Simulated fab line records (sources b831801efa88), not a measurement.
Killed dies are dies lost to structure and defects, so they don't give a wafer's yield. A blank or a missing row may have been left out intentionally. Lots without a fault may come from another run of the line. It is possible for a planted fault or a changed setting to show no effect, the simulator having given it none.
Which tool did it? | flow gf180mcu | route of 602 steps, sampled at 1 step: 14 lots, 42 wafers

## WHAT THE GAUGES SHOWED, per wafer
Not one reading of a measure or inspect step in the record can be checked against a usual standard deviation.

## WHICH TOOL RAN EACH LOT (tool, then ch and the chambers of the sampled wafers, then the start)
lot  | GF_V5_ETCH_17
L871 | rieDiel-02 ch 1,2, day 27 06:00
L873 | rieDiel-02 ch 0,1,2, day 27 19:00
L874 | rieDiel-01 ch 0,1,3, day 28 08:00
L875 | rieDiel-02 ch 0,3, day 28 18:00
L876 | rieDiel-01 ch 1,3, day 28 22:00
L877 | rieDiel-02 ch 0,1,3, day 29 11:00
L878 | rieDiel-02 ch 0,1,2, day 29 14:00
L882 | rieDiel-02 ch 0,2,3, day 30 23:00
L884 | rieDiel-02 ch 0,1,3, day 31 07:00
L888 | rieDiel-03 ch 1,2,3, day 32 05:00
L889 | rieDiel-03 ch 0,1, day 32 12:00
L890 | rieDiel-03 ch 0,1, day 32 15:00
L891 | rieDiel-03 ch 0,2,3, day 33 01:00
L892 | rieDiel-01 ch 0,1,3, day 33 05:00
- GF_V5_ETCH_17: etches SiO2 in C4F8/O2/Ar, stops on TiN, target depth 855 nm.

## WHAT THE TOOLS THEMSELVES READ (means of the sampled wafers that have a number; where no wafer has one, the mark that the record gives instead)
GF_V5_ETCH_17.
lot  | tool       | oesProductAu (a.u.) | rfFwdPowerW (W)
L871 | rieDiel-02 | 0.853               | 1499
L873 | rieDiel-02 | 0.857               | 1495
L874 | rieDiel-01 | 0.859               | 1494
L875 | rieDiel-02 | 0.859               | 1493
L876 | rieDiel-01 | 0.862               | 1493
L877 | rieDiel-02 | 0.859               | 1494
L878 | rieDiel-02 | 0.857               | 1495
L882 | rieDiel-02 | 0.856               | 1260
L884 | rieDiel-02 | 0.865               | 1252
L888 | rieDiel-03 | 0.860               | 1496
L889 | rieDiel-03 | 0.860               | 1497
L890 | rieDiel-03 | 0.862               | 1499
L891 | rieDiel-03 | 0.863               | 1492
L892 | rieDiel-01 | 0.860               | 1498

## THE ANSWER, worked out from the rows above alone
Rule: what is usual is taken from the lots themselves. The widest of any qualifying gaps counts: lots, ordered by their means at a reading, are off when they make up no more than a third of the lots, leave a main group of 4 or more, and stand apart from it by 3 or more times the standard deviation of that group's means. If all means in a main group match to the digits the tables above print for the reading, that group is not used. A lot without any number at a reading at which 4 lots or more have one is off too. Any other lot the step has rows for is counted as sound. Order of review: gauges by route order, followed by the tools' own readings, for which a lot's mean as printed above is used. The first step at which some lot is off is used, and at that step the reading that is off furthest; a lot without a number counts as furthest.
Off: L882, L884 (GF_V5_ETCH_17, rfFwdPowerW). Mean 1495 W and standard deviation 2.3 in the main group.
A tool fits if, at that step or a process step before it, it ran every lot that is off, and no sound lot after the first of them. One fits: GF_V5_ETCH_17 on rieDiel-02. A fault onset in the window from L878 (day 29 14:00, its last sound lot) to L882 (day 30 23:00, its first lot off) fits.
The tool's own readings at GF_V5_ETCH_17 bear it out: on the lots that are off they differ by more than 5 times the standard deviation of the sound lots' means. rfFwdPowerW reads 1256 W there against 1495 W on the sound lots.

## WHAT THE SIMULATOR HAD PUT IN
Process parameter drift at GF_V5_ETCH_17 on rieDiel-02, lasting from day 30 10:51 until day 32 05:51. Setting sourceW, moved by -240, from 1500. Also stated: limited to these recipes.
Shown lots that were struck: L882, L884. The rule above found the same.
